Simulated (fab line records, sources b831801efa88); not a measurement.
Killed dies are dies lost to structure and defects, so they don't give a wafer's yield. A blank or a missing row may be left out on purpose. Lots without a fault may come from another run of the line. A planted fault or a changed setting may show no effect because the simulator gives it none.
Which tool did it? | flow sky130 | 24 lots, 72 wafers sampled, at 6 steps of a route of 708

WHAT THE GAUGES READ, wafer by wafer
SKY_FIELD_ISO_THK_MEAS_02. Usual: FIELD_ISO_OXIDATION_00_THK 11.93 nm, standard deviation 0.19.
lot  | measured    | on            | FIELD_ISO_OXIDATION_00_THK (nm) | flag
L074 | day 1 16:01 | film_metro-03 | 12.20 12.07 12.06               |
L075 | day 1 20:11 | film_metro-01 | 12.26 11.97 11.97               |
L076 | day 1 23:02 | film_metro-03 | 11.93 12.08 12.17               |
L077 | day 2 03:31 | film_metro-01 | 11.89 12.23 12.20               |
L078 | day 2 09:20 | film_metro-01 | 11.96 12.22 12.06               |
L079 | day 2 14:56 | film_metro-01 | 12.18 12.23 12.15               |
L080 | day 2 21:48 | film_metro-01 | 11.86 11.51 11.56               |
L081 | day 3 06:14 | film_metro-01 | 11.58 11.87 11.78               |
L082 | day 3 06:15 | film_metro-02 | 12.05 11.93 12.04               |
L083 | day 3 14:26 | film_metro-01 | 11.90 11.94 11.73               |
L084 | day 3 14:26 | film_metro-03 | 12.02 11.77 11.80               |
L085 | day 3 20:04 | film_metro-03 | 11.87 11.95 11.65               |
L086 | day 4 00:24 | film_metro-01 | 12.01 11.91 11.89               |
L087 | day 4 06:30 | film_metro-02 | 12.11 12.10 12.03               |
L088 | day 4 09:38 | film_metro-02 | 11.96 11.76 12.09               |
L089 | day 4 17:02 | film_metro-02 | 11.95 11.83 12.09               |
L090 | day 4 20:05 | film_metro-01 | 11.79 11.67 11.86               |
L091 | day 5 01:53 | film_metro-01 | 11.95 12.06 12.14               |
L092 | day 5 05:38 | film_metro-02 | 12.03 11.90 12.01               |
L093 | day 5 10:38 | film_metro-01 | 11.41 11.62 11.79               |
L094 | day 5 15:56 | film_metro-02 | 11.99 11.70 11.63               |
L095 | day 5 21:11 | film_metro-02 | 11.72 11.57 11.91               |
L096 | day 6 02:32 | film_metro-01 | 12.05 11.87 11.87               |
L097 | day 6 06:58 | film_metro-01 | 11.97 11.90 11.97               |

SKY_FIELD_ISO_THK_MEAS_25. Usual: FIELD_ISO_CVD_24_THK 595 nm, standard deviation 7.4.
lot  | measured    | on            | FIELD_ISO_CVD_24_THK (nm) | flag
L074 | day 2 13:35 | film_metro-01 | 594 590 588               |
L075 | day 2 16:14 | film_metro-03 | 593 608 595               |
L076 | day 3 02:06 | film_metro-01 | 604 600 599               |
L077 | day 3 02:07 | film_metro-03 | 601 608 600               |
L078 | day 3 11:43 | film_metro-03 | 613 619 610               |
L079 | day 3 11:42 | film_metro-01 | 599 599 602               |
L080 | day 3 18:41 | film_metro-03 | 603 606 603               |
L081 | day 4 05:10 | film_metro-03 | 590 594 588               |
L082 | day 4 05:14 | film_metro-03 | 599 595 587               |
L083 | day 4 11:55 | film_metro-03 | 582 593 581               |
L084 | day 4 12:49 | film_metro-02 | 596 587 593               |
L085 | day 4 18:21 | film_metro-01 | 588 586 580               |
L086 | day 4 21:26 | film_metro-02 | 600 598 601               |
L087 | day 5 03:24 | film_metro-01 | 597 593 598               |
L088 | day 5 09:44 | film_metro-01 | 597 598 587               |
L089 | day 5 14:38 | film_metro-02 | 593 600 590               |
L090 | day 5 19:49 | film_metro-01 | 585 588 583               |
L091 | day 6 01:08 | film_metro-03 | 604 605 597               |
L092 | day 6 05:19 | film_metro-02 | 590 590 592               |
L093 | day 6 10:45 | film_metro-02 | 598 588 595               |
L094 | day 6 14:50 | film_metro-03 | 598 585 595               |
L095 | day 6 20:44 | film_metro-01 | 596 590 593               |
L096 | day 7 01:28 | film_metro-02 | 589 587 587               |
L097 | day 7 07:42 | film_metro-02 | 585 586 591               |

SKY_DNWELL_TW_MEAS_09. Usual: DNWELL_TW 1132, standard deviation 6.7.
lot  | measured    | on            | DNWELL_TW      | flag
L074 | day 3 17:55 | film_metro-04 | 1135 1134 1131 |
L075 | day 3 17:15 | film_metro-01 | 1128 1130 1131 |
L076 | day 4 07:59 | film_metro-01 | 1142 1139 1147 |
L077 | day 4 07:48 | film_metro-03 | 1124 1127 1129 |
L078 | day 4 14:13 | film_metro-03 | 1127 1131 1128 |
L079 | day 4 14:45 | film_metro-01 | 1144 1150 1142 |
L080 | day 4 20:08 | film_metro-04 | 1131 1132 1137 |
L081 | day 5 04:51 | film_metro-04 | 1126 1134 1132 |
L082 | day 5 04:25 | film_metro-03 | 1129 1128 1132 |
L083 | day 5 11:16 | film_metro-01 | 1136 1129 1132 |
L084 | day 5 12:43 | film_metro-03 | 1122 1126 1121 |
L085 | day 5 20:01 | film_metro-01 | 1132 1133 1130 |
L086 | day 5 21:46 | film_metro-01 | 1137 1135 1139 |
L087 | day 6 03:00 | film_metro-03 | 1129 1135 1130 |
L088 | day 6 09:23 | film_metro-03 | 1136 1134 1136 |
L089 | day 6 15:27 | film_metro-01 | 1126 1130 1132 |
L090 | day 6 19:43 | film_metro-04 | 1131 1132 1134 |
L091 | day 7 03:42 | film_metro-03 | 1120 1121 1125 |
L092 | day 7 07:05 | film_metro-04 | 1139 1126 1129 |
L093 | day 7 11:00 | film_metro-04 | 1127 1126 1119 |
L094 | day 7 16:01 | film_metro-03 | 1137 1133 1134 |
L095 | day 7 22:48 | film_metro-01 | 1140 1141 1141 |
L096 | day 8 02:25 | film_metro-01 | 1143 1140 1145 |
L097 | day 8 08:52 | film_metro-03 | 1137 1130 1130 |

SKY_NWELL_RS_MEAS_31: measures by four-point-probe. Usual: PWDE_RS 5268 ohm/sq, standard deviation 18.
lot  | measured     | on            | PWDE_RS (ohm/sq) | flag
L074 | day 5 23:35  | film_metro-04 | 5304 5305 5284   |
L075 | day 5 21:28  | film_metro-03 | 5259 5253 5283   |
L076 | day 6 14:37  | film_metro-03 | 5263 5256 5244   |
L077 | day 6 14:22  | film_metro-01 | 5287 5286 5304   |
L078 | day 6 20:01  | film_metro-03 | 5248 5250 5264   |
L079 | day 6 20:47  | film_metro-03 | 5294 5271 5283   |
L080 | day 7 05:31  | film_metro-03 | 5291 5264 5284   |
L081 | day 7 14:59  | film_metro-01 | 5293 5265 5286   |
L082 | day 7 14:01  | film_metro-03 | 5262 5244 5244   |
L083 | day 7 22:14  | film_metro-01 | 5269 5248 5263   |
L084 | day 7 23:56  | film_metro-04 | 5282 5268 5272   |
L085 | day 8 07:58  | film_metro-01 | 5274 5260 5260   |
L086 | day 8 10:26  | film_metro-03 | 5240 5233 5235   |
L087 | day 8 17:14  | film_metro-01 | 5255 5262 5255   |
L088 | day 8 22:20  | film_metro-04 | 5273 5275 5282   |
L089 | day 9 05:10  | film_metro-04 | 5281 5258 5254   |
L090 | day 9 11:32  | film_metro-01 | 5264 5285 5268   |
L091 | day 9 19:30  | film_metro-04 | 5244 5227 5234   |
L092 | day 10 00:38 | film_metro-04 | 5273 5263 5273   |
L093 | day 10 04:08 | film_metro-04 | 5262 5261 5272   |
L094 | day 10 09:48 | film_metro-04 | 5272 5275 5293   |
L095 | day 10 16:35 | film_metro-03 | 5279 5298 5295   |
L096 | day 10 20:10 | film_metro-03 | 5251 5247 5250   |
L097 | day 11 03:59 | film_metro-03 | 5258 5265 5261   |

SKY_VT_ADJUST_PCH_OVL_MEAS_07. Usual: VT_ADJUST_PCH_OVL 0.2 nm, standard deviation 1.1.
lot  | measured     | on         | VT_ADJUST_PCH_OVL (nm) | flag
L074 | day 11 06:45 | overlay-02 | 0.2 0.3 -0.3           |
L075 | day 11 03:18 | overlay-02 | 1.5 0.4 0.0            |
L076 | day 11 23:42 | overlay-02 | -0.2 0.6 -0.3          |
L077 | day 11 22:47 | overlay-01 | -0.4 0.4 0.7           |
L078 | day 12 08:13 | overlay-01 | 1.1 0.3 -0.9           |
L079 | day 12 09:08 | overlay-02 | 1.6 0.4 -0.4           |
L080 | day 12 20:13 | overlay-02 | 0.2 0.5 0.5            |
L081 | day 13 07:17 | overlay-02 | -1.5 -1.2 -1.9         |
L082 | day 13 06:58 | overlay-01 | 0.1 0.6 -0.5           |
L083 | day 13 16:28 | overlay-02 | 1.2 -0.2 0.3           |
L084 | day 13 18:27 | overlay-02 | 1.5 2.4 1.2            |
L085 | day 14 04:31 | overlay-01 | 1.2 2.1 1.0            |
L086 | day 14 08:50 | overlay-01 | 0.6 0.4 0.8            |
L087 | day 14 15:35 | overlay-01 | 1.7 0.5 0.3            |
L088 | day 14 23:27 | overlay-01 | -1.4 -1.7 -1.5         |
L089 | day 15 05:27 | overlay-02 | 1.0 1.3 0.9            |
L090 | day 15 14:34 | overlay-01 | 0.9 1.2 1.5            |
L091 | day 16 00:59 | overlay-01 | 0.3 -0.4 -1.1          |
L092 | day 16 04:39 | overlay-02 | 1.1 -0.1 0.7           |
L093 | day 16 12:40 | overlay-01 | 1.2 0.5 -0.1           |
L094 | day 16 19:02 | overlay-01 | -0.1 -1.9 -0.6         |
L095 | day 17 05:02 | overlay-02 | -1.1 0.3 0.6           |
L096 | day 17 08:31 | overlay-02 | -0.3 -1.6 -0.8         |
L097 | day 17 17:25 | overlay-02 | -1.9 -1.7 -1.3         |

SKY_SONOS_ONO_THK_MEAS_05. Usual: SONOS_ONO_CVD_04_THK 5.72 nm, standard deviation 0.099.
lot  | measured     | on            | SONOS_ONO_CVD_04_THK (nm) | flag
L074 | day 12 14:03 | film_metro-01 | 5.71 5.71 5.67            |
L075 | day 12 10:00 | film_metro-01 | 5.91 5.92 5.84            |
L076 | day 13 06:41 | film_metro-01 | 5.75 5.68 5.55            |
L077 | day 13 06:41 | film_metro-02 | 5.98 5.87 5.87            |
L078 | day 13 15:44 | film_metro-01 | 5.62 5.59 5.58            |
L079 | day 13 15:41 | film_metro-03 | 5.69 5.79 5.74            |
L080 | day 16 00:50 | film_metro-01 | 5.60 5.75 5.70            |
L081 | day 16 00:41 | film_metro-02 | 5.62 5.58 5.60            |
L082 | day 16 00:42 | film_metro-01 | 5.64 5.59 5.60            |
L083 | day 16 00:52 | film_metro-02 | 5.74 5.83 5.91            |
L084 | day 16 00:45 | film_metro-02 | 5.75 5.74 5.70            |
L085 | day 16 00:46 | film_metro-01 | 5.70 5.74 5.73            |
L086 | day 16 00:52 | film_metro-01 | 5.72 5.72 5.77            |
L087 | day 16 00:48 | film_metro-02 | 5.73 5.74 5.73            |
L088 | day 16 07:12 | film_metro-02 | 5.80 5.85 5.74            |
L089 | day 16 12:39 | film_metro-01 | 5.76 5.83 5.79            |
L090 | day 16 23:11 | film_metro-01 | 5.81 5.76 5.81            |
L091 | day 17 16:04 | film_metro-01 | 5.71 5.76 5.63            |
L092 | day 17 18:53 | film_metro-03 | 5.67 5.62 5.64            |
L093 | day 17 22:48 | film_metro-02 | 5.56 5.56 5.70            |
L094 | day 18 05:11 | film_metro-01 | 5.61 5.66 5.71            |
L095 | day 18 15:34 | film_metro-03 | 5.82 5.82 5.85            |
L096 | day 18 20:16 | film_metro-03 | 5.75 5.64 5.62            |
L097 | day 19 06:19 | film_metro-01 | 5.61 5.72 5.82            |

WHICH TOOL RAN EACH LOT (tool, then ch and the chambers of the sampled wafers, then the start)
The record holds no process step before these readings.

WHAT THE TOOLS THEMSELVES READ (means of the sampled wafers that have a number; where no wafer has one, the mark that the record gives instead)
The record holds no such reading with a usual standard deviation.

THE ANSWER, worked out from the rows above alone
Rule: a lot is off if the mean of its wafers that have a number lies more than 3 standard deviations from the usual mean. A lot without any number at a reading at which 4 lots or more have one is off too. The other lots that the step has rows for count as sound. The gauges are gone through in route order, then the tools' own readings, and for those a lot's mean is taken as printed above. The first step at which some lot is off is used, and at that step the reading that is off furthest; a lot without a number counts as furthest.
No lot is off at any reading shown: from this, nothing can be told.

WHAT THE SIMULATOR HAD PUT IN
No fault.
